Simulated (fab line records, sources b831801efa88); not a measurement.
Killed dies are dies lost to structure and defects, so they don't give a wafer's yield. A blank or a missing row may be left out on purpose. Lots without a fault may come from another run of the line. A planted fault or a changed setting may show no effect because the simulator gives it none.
fab line records | flow gf180mcu
record lots=5 wafers=15 last_day=33
route steps=602 shown SAB@276 SALICIDE@278 CONTACT@287
lots that met no fault: from a run of the same line without faults
start_h: hours from the record's first day to the start of the lot's first wafer shown | wait_h: hours since the lot's step before | " the same as in the row above | L1.1+2: a row that stands for several wafers | - no value, or no start given | * or withheld: withheld | < > ~ a bound
route shown NAME@n: a module of which the file shows steps, and the number in the route of the first | usual: mean/standard deviation of fault-free wafers | same: alike in all rows | chamber/n: place in a boat | sites: the reading at each site | _std_site: their standard deviation | _edge_site: outer sites' mean less inner sites' | radius_mm: how far each site lies from the wafer's centre | mask NAME#n: copy n | behind: the tool/chamber that last shaped the wafer | hold: why the lot was held/for how many hours/how that ended | device: the transistor (n, p or np) that didn't switch | end of line: the same wafers' tests at the end of the route | a step without rows: its recipe alone | killed: dies lost to structure and defects at the first sort, not the wafer's yield | map: a wafer's dies, x killed, . not, _ none there
set.NAME: the setting as run; set.NAME@STEP: as run at that earlier step | model.NAME: the simulator's own value behind a step, which no gauge read
lots at some steps of the route; a table a step, a row a wafer
services: from which hour (start_h, from the record's first day; less than 0 if before it) a tool's chamber was out of use, for how many hours, and why
## steps
# step GF_SAB_WET_ETCH_12
# recipe chemistry=dHF target_depth_nm=22 dry=n2_spin target=SiO2 temp_c=25 dilution=100:1 time_s=440
# columns lot.wafer tool chamber start_h wait_h
L074.1+2+4 wet_bench-04 0 339.24 0.0
L077.2+3+5 wet_bench-04 3 360.93 0.0
L084.2+4+6 wet_bench-04 2 427.78 0.0
L087.2+3+4 wet_bench-04 3 453.18 0.0
L090.1+3+6 wet_bench-04 2 482.93 0.0
# step GF_SAB_STRIP_13
# recipe chemistry=O2/N2 power_w=1400 pressure_mtorr=1500 platen_temp_c=250 o2_flow_sccm=3000 n2_flow_sccm=300 overash_fraction=0.5
# usual drypump_motor_current_A=5.7/0.33 heater_power_w=327/10 oes_product_au=0.709/0.0043 strip_time_to_endpoint_s=12.616/0.03
# columns lot.wafer tool chamber start_h wait_h drypump_motor_current_A heater_power_w oes_product_au rf_hours_counter_h strip_time_to_endpoint_s
L074.1 plasma_asher-04 0 339.37 0.0 5.2 327 0.715 23 12.644
L074.2 " 1 " " 5.6 337 0.709 23 12.621
L074.4 " 0 " " 5.2 333 0.713 - 12.596
L077.2 plasma_asher-02 0 361.07 0.0 5.5 321 0.710 69 12.545
L077.3 " 1 " " 5.9 335 0.709 - 12.584
L077.5 " 0 " " 5.5 308 0.706 - 12.584
L084.2 plasma_asher-04 0 427.91 0.0 5.2 318 0.706 33 12.582
L084.4 " 1 " " 5.6 342 0.711 - 12.628
L084.6 " 1 " " 5.6 338 0.716 - 12.603
L087.2 plasma_asher-02 0 453.31 0.0 5.5 323 0.705 1 12.634
L087.3 " 0 " " 5.6 331 0.701 - 12.611
L087.4 " 1 " " 5.8 306 0.710 - 12.626
L090.1 plasma_asher-03 0 483.06 0.0 5.4 332 0.714 71 12.578
L090.3 " 0 " " 5.4 323 0.710 - 12.594
L090.6 " 0 " " 5.4 329 0.716 - 12.573
# step GF_SALICIDE_CLEAN_00
# recipe chemistry=SC1/SC2 mix=1:4:20 temp_c=70 time_s=150
# columns lot.wafer tool chamber start_h wait_h
L074.1+2+4 wet_bench-01 0 339.47 0.1
L077.2+3+5 wet_bench-02 3 361.17 0.1
L084.2+4+6 wet_bench-01 2 428.01 0.1
L087.2+3+4 wet_bench-02 0 453.41 0.1
L090.1+3+6 wet_bench-01 0 483.16 0.1
# step GF_SALICIDE_WET_ETCH_01
# recipe chemistry=dHF target_depth_nm=5 dry=ipa_marangoni target=SiO2 temp_c=25 dilution=100:1 time_s=100
# columns lot.wafer tool chamber start_h wait_h
L074.1+2+4 wet_bench-04 3 339.52 0.0
L077.2+3+5 wet_bench-04 1 361.22 0.0
L084.2+4+6 wet_bench-02 3 428.06 0.0
L087.2+3+4 wet_bench-04 3 453.47 0.0
L090.1+3+6 wet_bench-04 3 483.22 0.0
# step GF_SALICIDE_SPUTTER_02
# recipe material=Co target_thk_nm=10 power_w=1000 time_s=20 chamber_pressure_pa=0.4
# usual chamber_pressure_pa=0.4000/0.00087 throttle_valve_pct=29.9/0.75
# columns lot.wafer tool chamber start_h wait_h chamber_pressure_pa throttle_valve_pct
L074.1 pvd_sputter-01 - 339.56 0.0 0.4007 28.9
L074.2 " - " " 0.4004 29.4
L074.4 " - " " 0.4018 29.2
L077.2 pvd_sputter-01 - 361.26 0.0 0.4001 29.2
L077.3 " - " " 0.4005 30.7
L077.5 " - " " 0.4011 29.3
L084.2 pvd_sputter-03 - 428.10 0.0 0.3992 29.4
L084.4 " - " " 0.4007 29.7
L084.6 " - " " 0.4015 29.9
L087.2 pvd_sputter-02 - 453.50 0.0 0.3992 30.0
L087.3 " - " " 0.4008 29.0
L087.4 " - " " 0.4002 30.7
L090.1 pvd_sputter-01 - 483.26 0.0 0.3998 29.1
L090.3 " - " " 0.3992 30.8
L090.6 " - " " 0.4001 29.2
# step GF_SALICIDE_SPUTTER_03
# recipe material=TiN target_thk_nm=20 power_w=6500 time_s=16.7 chamber_pressure_pa=0.4
# usual chamber_pressure_pa=0.4001/0.00079 throttle_valve_pct=29.9/0.81
# columns lot.wafer tool chamber start_h wait_h chamber_pressure_pa throttle_valve_pct
L074.1 pvd_sputter-01 - 339.59 0.0 0.4008 29.2
L074.2 " - " " 0.4003 29.6
L074.4 " - " " 0.3996 28.7
L077.2 pvd_sputter-01 - 361.29 0.0 0.3999 29.0
L077.3 " - " " 0.4008 30.6
L077.5 " - " " 0.3990 29.1
L084.2 pvd_sputter-03 - 428.13 0.0 0.3997 29.3
L084.4 " - " " 0.4008 29.5
L084.6 " - " " 0.4010 30.2
L087.2 pvd_sputter-02 - 453.53 0.0 0.3997 29.9
L087.3 " - " " 0.4003 29.0
L087.4 " - " " 0.3995 30.5
L090.1 pvd_sputter-01 - 483.28 0.0 0.3993 29.0
L090.3 " - " " 0.4007 30.8
L090.6 " - " " 0.3992 29.1
# step GF_SALICIDE_RS_MEAS_04
# recipe thk_meas_gauge=four-point-probe reads=TiN_of_SALICIDE_SPUTTER_03+Co_of_SALICIDE_SPUTTER_02
# usual SALICIDE_TIN_RS=16.4/0.33
# columns lot.wafer tool chamber start_h wait_h SALICIDE_TIN_RS[ohm/sq]
L074.1 film_metro-03 - 339.61 0.0 16.0
L074.2 " - " " 15.9
L074.4 " - " " 16.0
L077.2 film_metro-02 - 361.34 0.0 16.3
L077.3 " - " " 16.1
L077.5 " - " " 16.2
L084.2 film_metro-01 - 428.17 0.0 16.4
L084.4 " - " " 16.4
L084.6 " - " " 16.4
L087.2 film_metro-01 - 453.58 0.0 16.0
L087.3 " - " " 15.9
L087.4 " - " " 16.1
L090.1 film_metro-01 - 483.31 0.0 16.6
L090.3 " - " " 16.7
L090.6 " - " " 16.7
# step GF_SALICIDE_THK_MEAS_05
# recipe thk_meas_gauge=xrf reads=TiN_of_SALICIDE_SPUTTER_03
# usual SALICIDE_TIN_THK=20.11/0.28
# columns lot.wafer tool chamber start_h wait_h SALICIDE_TIN_THK[nm]
L074.1 film_metro-03 - 339.73 0.1 20.46
L074.2 " - " " 20.64
L074.4 " - " " 20.13
L077.2 film_metro-02 - 361.45 0.1 19.79
L077.3 " - " " 19.89
L077.5 " - " " 19.87
L084.2 film_metro-01 - 428.28 0.1 20.14
L084.4 " - " " 20.56
L084.6 " - " " 20.44
L087.2 film_metro-01 - 453.69 0.1 20.15
L087.3 " - " " 20.19
L087.4 " - " " 19.86
L090.1 film_metro-01 - 483.43 0.1 20.01
L090.3 " - " " 19.93
L090.6 " - " " 19.86
# step GF_SALICIDE_RTA_06
# recipe temp_c=530 time_s=30 ambient=N2
# usual lamp_power_pct=6.39/0.15 wafer_temp_C_max=532.3/0.82
# columns lot.wafer tool chamber start_h wait_h lamp_power_pct wafer_temp_C_max
L074.1 rtp_anneal-01 0 339.79 0.1 6.50 532.8
L074.2 " 0 " " 6.51 532.0
L074.4 " 0 " " 6.49 533.2
L077.2 rtp_anneal-02 0 361.51 0.1 6.18 531.3
L077.3 " 0 " " 6.19 531.4
L077.5 " 0 " " 6.18 531.3
L084.2 rtp_anneal-01 0 428.35 0.1 6.49 533.0
L084.4 " 0 " " 6.50 532.3
L084.6 " 0 " " 6.50 532.5
L087.2 rtp_anneal-02 0 453.75 0.1 6.18 531.4
L087.3 " 0 " " 6.17 530.8
L087.4 " 0 " " 6.18 531.2
L090.1 rtp_anneal-01 0 483.49 0.1 6.49 534.3
L090.3 " 0 " " 6.49 532.3
L090.6 " 0 " " 6.50 533.7
# step GF_SALICIDE_WET_ETCH_07
# recipe chemistry=SPM target_depth_nm=120 dry=n2_spin
# columns lot.wafer tool chamber start_h wait_h
L074.1+2+4 wet_bench-04 2 339.89 0.1
L077.2+3+5 wet_bench-04 1 361.60 0.1
L084.2+4+6 wet_bench-01 2 428.43 0.1
L087.2+3+4 wet_bench-01 2 453.84 0.1
L090.1+3+6 wet_bench-02 2 483.59 0.1
# step GF_SALICIDE_RTA_08
# recipe temp_c=800 time_s=30 ambient=N2
# usual lamp_power_pct=17.5/0.42 wafer_temp_C_max=803.1/1.1
# columns lot.wafer tool chamber start_h wait_h lamp_power_pct wafer_temp_C_max
L074.1 rtp_anneal-02 0 339.98 0.0 17.2 803.3
L074.2 " 0 " " 17.2 803.4
L074.4 " 0 " " 17.2 802.2
L077.2 rtp_anneal-01 0 361.71 0.0 18.0 804.2
L077.3 " 0 " " 18.0 804.4
L077.5 " 0 " " 18.1 804.3
L084.2 rtp_anneal-02 0 428.55 0.0 17.2 802.4
L084.4 " 0 " " 17.2 802.7
L084.6 " 0 " " 17.2 801.4
L087.2 rtp_anneal-01 0 453.95 0.0 18.0 804.9
L087.3 " 0 " " 18.0 804.2
L087.4 " 0 " " 18.0 804.4
L090.1 rtp_anneal-02 0 483.68 0.0 17.2 802.7
L090.3 " 0 " " 17.2 802.4
L090.6 " 0 " " 17.2 802.2
# step GF_CONTACT_CVD_00
# recipe material=SiO2 target_thk_nm=300 sigma_open_frac=0.3 temp_c=400 time_s=50 sih4_flow_sccm=60 pressure_mtorr=6
# columns lot.wafer tool chamber start_h wait_h
L074.1+2+4 hdpcvd-01 1,0,2 340.08 0.1
L077.2+3+5 hdpcvd-01 0,2,0 361.80 0.1
L084.2+4+6 hdpcvd-01 0,2,0 428.63 0.1
L087.2+3+4 hdpcvd-01 0,1,1 454.03 0.1
L090.1+3+6 hdpcvd-01 2,1,1 483.88 0.2
# step GF_CONTACT_THK_MEAS_01
# recipe reads=SiO2_of_CONTACT_CVD_00
# usual CONTACT_CVD_00_THK=297/3.3
# columns lot.wafer tool chamber start_h wait_h CONTACT_CVD_00_THK[nm]
L074.1 film_metro-02 - 340.13 0.0 296
L074.2 " - " " 295
L074.4 " - " " 297
L077.2 film_metro-02 - 361.85 0.0 300
L077.3 " - " " 299
L077.5 " - " " 302
L084.2 film_metro-02 - 428.69 0.0 299
L084.4 " - " " 300
L084.6 " - " " 301
L087.2 film_metro-02 - 454.08 0.0 300
L087.3 " - " " 296
L087.4 " - " " 295
L090.1 film_metro-02 - 483.93 0.0 297
L090.3 " - " " 295
L090.6 " - " " 294
# step GF_CONTACT_CVD_02
# recipe material=SiO2 target_thk_nm=860 precursor=TEOS temp_c=400 time_s=95.992 rf_w=600
# usual heater_power_w=541/100 rf_fwd_power_W=597.2/2
# columns lot.wafer tool chamber start_h wait_h heater_power_w rf_fwd_power_W
L074.1 pecvd-01 1 340.19 0.1 691 594.3
L074.2 " 2 " " 494 595.2
L074.4 " 2 " " 554 597.2
L077.2 pecvd-02 0 361.90 0.0 411 596.1
L077.3 " 1 " " 716 595.7
L077.5 " 1 " " 753 597.0
L084.2 pecvd-02 0 428.74 0.0 406 596.3
L084.4 " 1 " " 716 599.2
L084.6 " 2 " " 594 593.6
L087.2 pecvd-04 1 454.13 0.0 439 596.3
L087.3 " 0 " " 526 598.0
L087.4 " 1 " " 464 596.9
L090.1 pecvd-02 1 483.99 0.1 757 594.7
L090.3 " 2 " " 514 598.8
L090.6 " 2 " " 587 597.7
# step GF_CONTACT_THK_MEAS_03
# recipe reads=SiO2_of_CONTACT_CVD_02
# usual CONTACT_CVD_02_THK=860/11
# columns lot.wafer tool chamber start_h wait_h CONTACT_CVD_02_THK[nm]
L074.1 film_metro-03 - 340.26 0.0 851
L074.2 " - " " 845
L074.4 " - " " 872
L077.2 film_metro-03 - 361.98 0.0 849
L077.3 " - " " 847
L077.5 " - " " 855
L084.2 film_metro-02 - 428.82 0.0 871
L084.4 " - " " 869
L084.6 " - " " 892
L087.2 film_metro-04 - 454.21 0.0 837
L087.3 " - " " 843
L087.4 " - " " 852
L090.1 film_metro-03 - 484.06 0.0 849
L090.3 " - " " 852
L090.6 " - " " 870
# step GF_CONTACT_CMP_04
# recipe material=SiO2 down_force_psi=4 platen_rpm=60 pad_velocity_m_s=0.94248
# usual head_pressure_psi=4.001/0.0089 motor_current_A=12.2/1.4 time_to_endpoint_s=113/5.2
# columns lot.wafer tool chamber start_h wait_h head_pressure_psi motor_current_A time_to_endpoint_s
L074.4 cmp-01 1 340.38 0.1 4.002 11.6 116
L074.2 " 2 " " 4.006 11.2 107
L074.1 " 3 " " 4.000 13.9 109
L077.2 cmp-02 0 362.08 0.1 4.007 14.9 108
L077.3 " 1 " " 3.994 10.9 107
L077.5 " 0 " " 4.002 14.4 115
L084.2 cmp-01 3 428.92 0.1 3.993 14.1 113
L084.4 " 0 " " 3.999 11.4 117
L084.6 " 3 " " 3.996 14.2 122
L087.2 cmp-01 2 454.26 0.0 4.016 11.8 101
L087.3 " 3 " " 4.001 14.6 106
L087.4 " 1 " " 4.010 11.5 113
L090.1 cmp-01 3 484.17 0.1 4.015 14.2 105
L090.3 " 0 " " 4.020 11.2 109
L090.6 " 3 " " 3.995 14.2 112
# step GF_CONTACT_BOW_MEAS_05
# recipe mode=bow
# usual CONTACT_BOW=66/6.7
# columns lot.wafer tool chamber start_h wait_h CONTACT_BOW[um]
L074.1 film_metro-02 - 340.63 0.1 55
L074.2 " - " " 75
L074.4 " - " " 60
L077.2 film_metro-02 - 362.35 0.2 74
L077.3 " - " " 64
L077.5 " - " " 59
L084.2 film_metro-02 - 429.19 0.2 78
L084.4 " - " " 65
L084.6 " - " " 68
L087.2 film_metro-03 - 454.58 0.3 59
L087.3 " - " " 70
L087.4 " - " " 50
L090.1 film_metro-02 - 484.42 0.2 77
L090.3 " - " " 70
L090.6 " - " " 67
# step GF_CONTACT_DEHYDRATE_06
# recipe temp_c=200 time_s=60
# usual resist_line_temp_C=23.02/0.11
# columns lot.wafer tool chamber start_h wait_h resist_line_temp_C
L074.1 litho_track-04 0 351.36 10.7 22.95
L074.2 " 0 " " 22.98
L074.4 " 0 " " 23.10
L077.2 litho_track-01 0 373.53 11.2 23.11
L077.3 " 0 " " 23.12
L077.5 " 0 " " 22.94
L084.2 litho_track-02 0 440.73 11.5 22.96
L084.4 " 0 " " 23.10
L084.6 " 0 " " 22.96
L087.2 litho_track-01 0 465.43 10.8 23.14
L087.3 " 0 " " 23.07
L087.4 " 0 " " 23.13
L090.1 litho_track-04 0 495.76 11.3 22.73
L090.3 " 0 " " 22.91
L090.6 " 0 " " 22.83
# step GF_CONTACT_HMDS_07
# recipe prime_time_s=60 prime_temp_c=120
# usual resist_line_temp_C=23.00/0.11
# columns lot.wafer tool chamber start_h wait_h resist_line_temp_C
L074.1 litho_track-04 0 351.51 0.1 23.08
L074.2 " 0 " " 23.21
L074.4 " 0 " " 23.20
L077.2 litho_track-01 0 373.68 0.1 23.07
L077.3 " 0 " " 22.98
L077.5 " 0 " " 23.09
L084.2 litho_track-02 0 440.88 0.1 22.84
L084.4 " 0 " " 22.96
L084.6 " 0 " " 22.97
L087.2 litho_track-01 0 465.58 0.1 22.95
L087.3 " 0 " " 22.92
L087.4 " 0 " " 23.05
L090.1 litho_track-04 0 495.91 0.1 22.89
L090.3 " 0 " " 22.91
L090.6 " 0 " " 22.82
# step GF_CONTACT_COAT_08
# recipe resist=BARC temp_c=withheld time_s=withheld spin_rpm=withheld resist_thk_nm=withheld
# usual resist_line_temp_C=*
# columns lot.wafer tool chamber start_h wait_h resist_line_temp_C
L074.1 litho_track-04 0 351.66 0.1 *
L074.2 " 0 " " *
L074.4 " 0 " " *
L077.2 litho_track-01 0 373.83 0.1 *
L077.3 " 0 " " *
L077.5 " 0 " " *
L084.2 litho_track-02 0 441.03 0.1 *
L084.4 " 0 " " *
L084.6 " 0 " " *
L087.2 litho_track-01 0 465.73 0.1 *
L087.3 " 0 " " *
L087.4 " 0 " " *
L090.1 litho_track-04 0 496.06 0.1 *
L090.3 " 0 " " *
L090.6 " 0 " " *
# step GF_CONTACT_COAT_09
# recipe resist=KrF spin_rpm=withheld resist_thk_nm=1000
# usual resist_line_temp_C=22.99/0.11
# columns lot.wafer tool chamber start_h wait_h resist_line_temp_C
L074.1 litho_track-04 0 - - 23.11
L074.2 " 0 " " 23.16
L074.4 " 0 " " 22.98
L077.2 litho_track-01 0 - - 22.91
L077.3 " 0 " " 22.88
L077.5 " 0 " " 22.80
L084.2 litho_track-02 0 - - 23.06
L084.4 " 0 " " 23.04
L084.6 " 0 " " 23.16
L087.2 litho_track-01 0 - - 22.83
L087.3 " 0 " " 22.76
L087.4 " 0 " " 22.90
L090.1 litho_track-04 0 - - 22.88
L090.3 " 0 " " 23.03
L090.6 " 0 " " 23.07
# step GF_CONTACT_SOFTBAKE_10
# recipe temp_c=130 time_s=60 resist=KrF
# usual resist_line_temp_C=23.00/0.1
# columns lot.wafer tool chamber start_h wait_h resist_line_temp_C
L074.1 litho_track-04 0 - - 23.09
L074.2 " 0 " " 23.02
L074.4 " 0 " " 22.91
L077.2 litho_track-01 0 - - 23.05
L077.3 " 0 " " 23.21
L077.5 " 0 " " 23.16
L084.2 litho_track-02 0 - - 23.29
L084.4 " 0 " " 23.04
L084.6 " 0 " " 23.19
L087.2 litho_track-01 0 - - 22.98
L087.3 " 0 " " 22.92
L087.4 " 0 " " 22.77
L090.1 litho_track-04 0 - - 23.00
L090.3 " 0 " " 22.81
L090.6 " 0 " " 23.04
# step GF_CONTACT_EXPOSE_11
# recipe mask_id=Contact target_cd_nm=220 na=0.68 source_shape=conventional sigma_outer=0.6 dose_mj=38
# usual reticle_temp_C=23.01/0.12
# columns lot.wafer tool chamber start_h wait_h mask reticle_temp_C
L074.1 krf_scanner-01 0 - - Contact#0 23.15
L074.2 " 0 " " Contact#0 23.04
L074.4 " 0 " " Contact#0 22.98
L077.2 krf_scanner-01 0 - - Contact#0 22.97
L077.3 " 0 " " Contact#0 22.99
L077.5 " 0 " " Contact#0 22.94
L084.2 krf_scanner-02 0 - - Contact#0 23.12
L084.4 " 0 " " Contact#0 23.15
L084.6 " 0 " " Contact#0 23.25
L087.2 krf_scanner-02 0 - - Contact#0 23.13
L087.3 " 0 " " Contact#0 23.15
L087.4 " 0 " " Contact#0 23.11
L090.1 krf_scanner-01 0 - - Contact#0 23.02
L090.3 " 0 " " Contact#0 23.02
L090.6 " 0 " " Contact#0 23.03
# step GF_CONTACT_PEB_12
# recipe peb_temp_c=135 peb_time_s=90 resist=KrF
# usual resist_line_temp_C=23.00/0.087
# same peb_time_s=90
# columns lot.wafer tool chamber start_h wait_h resist_line_temp_C
L074.1 litho_track-02 0 - - 23.01
L074.2 " 0 " " 23.03
L074.4 " 0 " " 23.00
L077.2 litho_track-02 0 - - 23.06
L077.3 " 0 " " 23.12
L077.5 " 0 " " 22.98
L084.2 litho_track-02 0 - - 23.07
L084.4 " 0 " " 22.89
L084.6 " 0 " " 22.94
L087.2 litho_track-02 0 - - 22.93
L087.3 " 0 " " 22.94
L087.4 " 0 " " 23.09
L090.1 litho_track-01 0 - - 23.02
L090.3 " 0 " " 22.93
L090.6 " 0 " " 23.01
# step GF_CONTACT_DEVELOP_13
# recipe develop_time_s=60 resist=KrF dev_temp_c=21
# usual resist_line_temp_C=23.02/0.1
# same develop_time_s=60
# columns lot.wafer tool chamber start_h wait_h resist_line_temp_C
L074.1 litho_track-02 0 362.41 0.2 22.98
L074.2 " 0 " " 23.00
L074.4 " 0 " " 22.95
L077.2 litho_track-02 0 385.23 0.2 23.09
L077.3 " 0 " " 23.04
L077.5 " 0 " " 23.03
L084.2 litho_track-02 0 453.38 0.2 23.05
L084.4 " 0 " " 22.91
L084.6 " 0 " " 22.95
L087.2 litho_track-02 0 477.93 0.2 22.95
L087.3 " 0 " " 22.99
L087.4 " 0 " " 22.91
L090.1 litho_track-01 0 507.90 0.2 23.03
L090.3 " 0 " " 22.97
L090.6 " 0 " " 22.95
# step GF_CONTACT_CD_MEAS_14
# recipe target_cd_nm=220
# usual cd_nm=220.0/1.2
# columns lot.wafer tool chamber start_h wait_h cd_nm
L074.1 cd_sem-02 - 362.56 0.1 220.8
L074.2 " - " " 220.7
L074.4 " - " " 221.1
L077.2 cd_sem-02 - 385.38 0.1 219.0
L077.3 " - " " 219.5
L077.5 " - " " 219.9
L084.2 cd_sem-02 - 453.53 0.1 219.1
L084.4 " - " " 220.0
L084.6 " - " " 217.4
L087.2 cd_sem-01 - 478.08 0.1 220.3
L087.3 " - " " 219.5
L087.4 " - " " 219.0
L090.1 cd_sem-01 - 508.05 0.1 219.8
L090.3 " - " " 219.3
L090.6 " - " " 219.3
# step GF_CONTACT_OVL_MEAS_15
# usual CONTACT_OVL=2/7.5
# columns lot.wafer tool chamber start_h wait_h CONTACT_OVL[nm]
L074.1 overlay-02 - 362.68 0.1 -1
L074.2 " - " " -4
L074.4 " - " " -5
L077.2 overlay-01 - 385.48 0.1 1
L077.3 " - " " -1
L077.5 " - " " 0
L084.2 overlay-01 - 453.63 0.1 -11
L084.4 " - " " -4
L084.6 " - " " -7
L087.2 overlay-01 - 478.18 0.1 9
L087.3 " - " " 6
L087.4 " - " " 15
L090.1 overlay-01 - 508.17 0.1 0
L090.3 " - " " 3
L090.6 " - " " 1
# step GF_CONTACT_ETCH_16
# recipe chemistry=N2/H2 target_depth_a=withheld overetch_a=withheld time_s=withheld target=BARC ion_energy_ev=200 source_w=500 bias_w=100 pressure_mtorr=30 n2_flow_sccm=100 h2_flow_sccm=200
# usual drypump_motor_current_A=5.8/0.46 oes_product_au=0.855/0.0044 rf_fwd_power_W=494.5/2 throttle_valve_pct=13.224/0.0082
# columns lot.wafer tool chamber start_h wait_h drypump_motor_current_A oes_product_au rf_fwd_power_W throttle_valve_pct
L074.1 rie_diel-03 0 362.71 0.0 5.7 0.858 495.7 13.231
L074.2 " 1 " " 5.5 0.861 493.3 13.233
L074.4 " 2 " " 5.6 0.857 495.2 13.214
L077.2 rie_diel-04 3 385.51 0.0 6.0 0.860 492.4 13.220
L077.3 " 1 " " 6.7 0.860 493.5 13.235
L077.5 " 2 " " 5.1 0.850 491.8 13.219
L084.2 rie_diel-01 2 453.66 0.0 6.5 0.848 491.6 13.206
L084.4 " 0 " " 5.3 0.844 494.6 13.224
L084.6 " 1 " " 5.9 0.849 497.4 13.210
L087.2 rie_diel-01 2 478.21 0.0 6.5 0.856 492.7 13.221
L087.3 " 0 " " 5.3 0.858 491.6 13.227
L087.4 " 3 " " 5.8 0.859 495.9 13.224
L090.1 rie_diel-01 3 508.21 0.0 5.7 0.849 492.9 13.223
L090.3 " 0 " " 5.3 0.857 493.0 13.225
L090.6 " 2 " " 6.5 0.857 495.1 13.227
# step GF_CONTACT_ETCH_17
# recipe chemistry=C4F8/O2/Ar mask_material=KrF target=SiO2 stop_on=CoSi2 source_w=1500 bias_w=1200 pressure_mtorr=40 c4f8_flow_sccm=withheld O2_flow_sccm=6 Ar_flow_sccm=300 time_s=withheld target_depth_a=8600
# usual oes_product_au=0.814/0.0052 rf_fwd_power_W=1494/4.8
# columns lot.wafer tool chamber start_h wait_h oes_product_au rf_fwd_power_W
L074.1 rie_diel-03 0 - - 0.806 1485
L074.2 " 1 " " 0.823 1496
L074.4 " 2 " " 0.808 1492
L077.2 rie_diel-04 3 - - 0.817 1488
L077.3 " 1 " " 0.813 1493
L077.5 " 2 " " 0.815 1496
L084.2 rie_diel-01 2 - - 0.812 1497
L084.4 " 0 " " 0.813 1495
L084.6 " 1 " " 0.823 1499
L087.2 rie_diel-01 2 - - 0.819 1495
L087.3 " 0 " " 0.807 1494
L087.4 " 3 " " 0.813 1497
L090.1 rie_diel-01 3 - - 0.810 1498
L090.3 " 0 " " 0.809 1495
L090.6 " 2 " " 0.819 1494
# step GF_CONTACT_STRIP_18
# recipe chemistry=O2/N2 power_w=1400 pressure_mtorr=1500 platen_temp_c=250 o2_flow_sccm=3000 n2_flow_sccm=300 overash_fraction=0.5
# usual drypump_motor_current_A=5.52/0.2 heater_power_w=320/10 oes_product_au=0.581/0.0049
# columns lot.wafer tool chamber start_h wait_h drypump_motor_current_A heater_power_w oes_product_au rf_hours_counter_h
L074.1 plasma_asher-02 1 362.88 - 5.84 332 0.582 70
L074.2 " 0 " " 5.55 320 0.589 70
L074.4 " 0 " " 5.54 318 0.584 -
L077.2 plasma_asher-02 1 385.68 - 5.83 326 0.577 72
L077.3 " 0 " " 5.55 324 0.593 -
L077.5 " 0 " " 5.53 318 0.584 -
L084.2 plasma_asher-02 0 453.83 - 5.55 323 0.582 2
L084.4 " 0 " " 5.53 323 0.577 -
L084.6 " 0 " " 5.59 318 0.572 -
L087.2 plasma_asher-02 1 478.38 - 5.84 310 0.577 4
L087.3 " 0 " " 5.57 331 0.577 -
L087.4 " 1 " " 5.82 310 0.587 -
L090.1 plasma_asher-01 0 508.37 - 5.54 316 0.587 91
L090.3 " 1 " " 5.30 319 0.583 -
L090.6 " 0 " " 5.56 306 0.574 -
# step GF_CONTACT_CLEAN_19
# recipe chemistry=SPM
# columns lot.wafer tool chamber start_h wait_h
L074.1+2+4 wet_bench-03 0 362.98 0.1
L077.2+3+5 wet_bench-04 0 385.78 0.1
L084.2+4+6 wet_bench-02 3 453.93 0.1
L087.2+3+4 wet_bench-04 2 478.48 0.1
L090.1+3+6 wet_bench-02 2 508.47 0.1
# step GF_CONTACT_CLEAN_20
# recipe chemistry=DIW
# columns lot.wafer tool chamber start_h wait_h
L074.1+2+4 wet_bench-03 1 363.07 0.0
L077.2+3+5 wet_bench-02 2 385.88 0.0
L084.2+4+6 wet_bench-03 2 454.03 0.0
L087.2+3+4 wet_bench-02 3 478.57 0.0
L090.1+3+6 wet_bench-04 0 508.56 0.0
# step GF_CONTACT_CLEAN_21
# recipe chemistry=dHF time_s=20 dilution=100:1 dry=ipa_marangoni
# columns lot.wafer tool chamber start_h wait_h
L074.1+2+4 wet_bench-03 3 363.16 0.0
L077.2+3+5 wet_bench-02 2 385.97 0.0
L084.2+4+6 wet_bench-04 0 454.12 0.0
L087.2+3+4 wet_bench-03 1 478.66 0.0
L090.1+3+6 wet_bench-03 0 508.66 0.0
# step GF_CONTACT_SPUTTER_22
# recipe material=Ti target_thk_nm=15 chamber_pressure_pa=5 power_w=2500 substrate_temp_c=200 time_s=80.02
# usual chamber_pressure_pa=5.001/0.01 throttle_valve_pct=29.8/0.82
# columns lot.wafer tool chamber start_h wait_h chamber_pressure_pa throttle_valve_pct
L074.1 pvd_sputter-02 - 363.18 0.0 5.021 30.6
L074.2 " - " " 5.021 30.2
L074.4 " - " " 5.000 31.8
L077.2 pvd_sputter-04 - 385.98 0.0 4.975 29.3
L077.3 " - " " 4.993 30.4
L077.5 " - " " 4.985 30.3
L084.2 pvd_sputter-04 - 454.13 0.0 4.994 28.7
L084.4 " - " " 5.015 29.1
L084.6 " - " " 5.003 28.8
L087.2 pvd_sputter-02 - 478.67 0.0 5.017 32.1
L087.3 " - " " 4.993 30.7
L087.4 " - " " 4.999 30.2
L090.1 pvd_sputter-01 - 508.67 0.0 5.023 29.1
L090.3 " - " " 5.017 29.2
L090.6 " - " " 5.004 29.0
# step GF_CONTACT_SPUTTER_23
# recipe material=TiN target_thk_nm=10 chamber_pressure_pa=5 power_w=4000 time_s=40
# usual chamber_pressure_pa=4.999/0.0099 throttle_valve_pct=29.8/0.82
# columns lot.wafer tool chamber start_h wait_h chamber_pressure_pa throttle_valve_pct
L074.1 pvd_sputter-02 - 363.24 0.0 4.992 30.5
L074.2 " - " " 4.992 30.1
L074.4 " - " " 4.986 31.6
L077.2 pvd_sputter-04 - 386.04 0.0 5.016 29.1
L077.3 " - " " 4.998 30.4
L077.5 " - " " 4.999 30.5
L084.2 pvd_sputter-04 - 454.19 0.0 4.993 28.9
L084.4 " - " " 4.994 29.1
L084.6 " - " " 5.019 28.9
L087.2 pvd_sputter-02 - 478.74 0.0 4.992 31.9
L087.3 " - " " 4.988 30.6
L087.4 " - " " 4.997 30.2
L090.1 pvd_sputter-01 - 508.73 0.0 4.997 29.1
L090.3 " - " " 5.006 29.0
L090.6 " - " " 4.993 29.1
## services
# columns tool chamber start_h hours kind
pvd_sputter-04 - 316.80 1.6 repair
krf_scanner-01 - 340.30 0.8 pm
hdpcvd-01 - 343.03 1.7 repair
rie_diel-01 3 361.66 2.4 repair
wet_bench-02 - 362.60 1.9 pm
pvd_sputter-01 - 363.03 2.3 repair
cmp-01 - 369.05 3.4 repair
pvd_sputter-02 - 372.80 7.3 repair
cmp-01 - 377.26 3.3 pm
rie_diel-01 0 390.27 2.8 repair
rie_diel-01 - 395.51 2.8 pm
plasma_asher-02 - 400.77 28.1 pm
rie_diel-01 1 407.05 11.8 repair
wet_bench-01 - 419.14 1.2 repair
plasma_asher-02 - 428.87 9.0 pm
pvd_sputter-02 - 430.31 1.4 repair
wet_bench-02 - 450.76 1.8 repair
wet_bench-04 - 466.51 5.9 repair
plasma_asher-02 - 474.19 3.1 repair
rie_diel-01 1 476.92 1.5 repair
rie_diel-01 - 476.98 0.7 repair
cmp-01 - 477.91 0.9 repair
pvd_sputter-01 - 489.34 14.7 repair
pvd_sputter-02 - 501.48 8.9 repair
## key
fault none
